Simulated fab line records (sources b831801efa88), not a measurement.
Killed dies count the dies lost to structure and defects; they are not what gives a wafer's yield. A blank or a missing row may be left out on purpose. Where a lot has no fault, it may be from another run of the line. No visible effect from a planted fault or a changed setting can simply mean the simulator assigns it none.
Matching of chambers + flow sky130 + SKY_VIA4_CMP_02 on cmp-01 has 4 sister chambers
The step polishes SiO2. 14 wafers are shown with their chamber, then 7 later ones without.

== EACH WAFER AND ITS CHAMBER ==
| wafer  | chamber | motor_current_A (A) |
|--------|---------|---------------------|
| L076.3 | 0       | 12.2                |
| L076.5 | 3       | 16.3                |
| L076.6 | 0       | 12.7                |
| L083.1 | 3       | 16.2                |
| L083.5 | 3       | 15.6                |
| L083.6 | 0       | 12.5                |
| L085.1 | 2       | 11.5                |
| L085.3 | 1       | 12.4                |
| L085.4 | 3       | 16.3                |
| L088.1 | 1       | 11.4                |
| L088.4 | 3       | 17.1                |
| L088.6 | 3       | 16.8                |
| L089.2 | 2       | 10.8                |
| L089.5 | 3       | 16.3                |

SIGNATURES, as means of the wafers listed above
| reading         | chamber 0 | chamber 1 | chamber 2 | chamber 3 | scatter within a chamber |
|-----------------|-----------|-----------|-----------|-----------|--------------------------|
| motor_current_A | 12.467    | 11.900    | 11.150    | 16.371    | 0.472                    |
Rule: distance of a wafer from a chamber = root of the sum over the readings of ((wafer's reading minus chamber's mean) / reading's scatter) squared. The wafer belongs to the nearest chamber; if the next one is less than 2 further off, it can't be placed. How the scatter is found: for the shown wafers, subtract from each reading the mean of its chamber, square and add these, divide the total by (wafers less chambers), then take the root.

== WAFERS MISSING THEIR CHAMBER ==
| wafer  | motor_current_A (A) |
|--------|---------------------|
| L089.6 | 11.7                |
| L090.1 | 12.6                |
| L090.2 | 11.5                |
| L090.6 | 12.4                |
| L097.2 | 11.9                |
| L097.3 | 11.2                |
| L097.4 | 11.8                |

== CHAMBER TAKEN BY EACH ==
| wafer  | from the rows above          | in truth |
|--------|------------------------------|----------|
| L089.6 | can't be placed: 1 or 2 or 0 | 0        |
| L090.1 | can't be placed: 0 or 1      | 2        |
| L090.2 | can't be placed: 2 or 1 or 0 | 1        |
| L090.6 | can't be placed: 0 or 1      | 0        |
| L097.2 | can't be placed: 1 or 0 or 2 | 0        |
| L097.3 | can't be placed: 2 or 1      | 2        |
| L097.4 | can't be placed: 1 or 2 or 0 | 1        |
0 of 7 placed correctly. Unplaceable from these rows: 7, with the true chamber sitting among the candidates in 6. Wrongly placed: 0.
